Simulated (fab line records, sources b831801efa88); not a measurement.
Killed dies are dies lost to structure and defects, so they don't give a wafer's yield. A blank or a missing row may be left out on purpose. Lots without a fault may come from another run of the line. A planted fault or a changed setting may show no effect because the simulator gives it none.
Chamber matching | flow gf180mcu | GF_STI_CMP_25 on cmp-02: 4 sister chambers
The step polishes, stops on Si3N4, t overpolish 33 s, target thk 524.6 nm. 7 wafers are shown with their chamber, then 7 later ones without.

WAFERS WITH THEIR CHAMBER
wafer  | chamber | motor_current_A (A) | overpolish_run_s (s)
L569.5 | 2       | 13.3                | 33.006
L574.1 | 1       | 11.5                | 32.997
L577.1 | 0       | 11.9                | 32.994
L577.2 | 2       | 13.4                | 32.987
L577.4 | 3       | 13.1                | 33.023
L579.1 | 1       | 12.2                | 32.997
L579.2 | 0       | 11.7                | 33.005

WAFERS WITHOUT THEIR CHAMBER
wafer  | motor_current_A (A) | overpolish_run_s (s)
L579.5 | 11.2                | 32.982
L586.2 | 12.5                | 33.005
L586.3 | 13.2                | 33.017
L586.5 | 11.4                | 33.006
L589.2 | 13.8                | 33.024
L589.4 | 11.1                | 33.013
L589.6 | 13.7                | 33.001

WHICH CHAMBER EACH WENT THROUGH
wafer  | from the rows above               | in truth
L579.5 | can't be placed: 1 or 0           | 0
L586.2 | can't be placed: 1 or 0 or 3 or 2 | 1
L586.3 | can't be placed: 3 or 2           | 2
L586.5 | can't be placed: 0 or 1           | 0
L589.2 | can't be placed: 3 or 2           | 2
L589.4 | can't be placed: 0 or 1           | 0
L589.6 | can't be placed: 2 or 3           | 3
Placed correctly: 0 of 7. Can't be placed from these rows: 7 (the true chamber is among the candidates in 7). Placed wrongly: 0.
How it was worked out, from the rows above alone: a wafer's distance from a chamber is the root of the sum, over the readings, of the square of ((its reading less the chamber's mean) divided by the reading's scatter). The wafer belongs to the nearest chamber; if the next one is less than 2 further off, it can't be placed. A chamber's mean is the mean of its shown wafers. The scatter: the root of (the sum of the squares of (reading less its chamber's mean) over the shown wafers, divided by (wafers less chambers)).
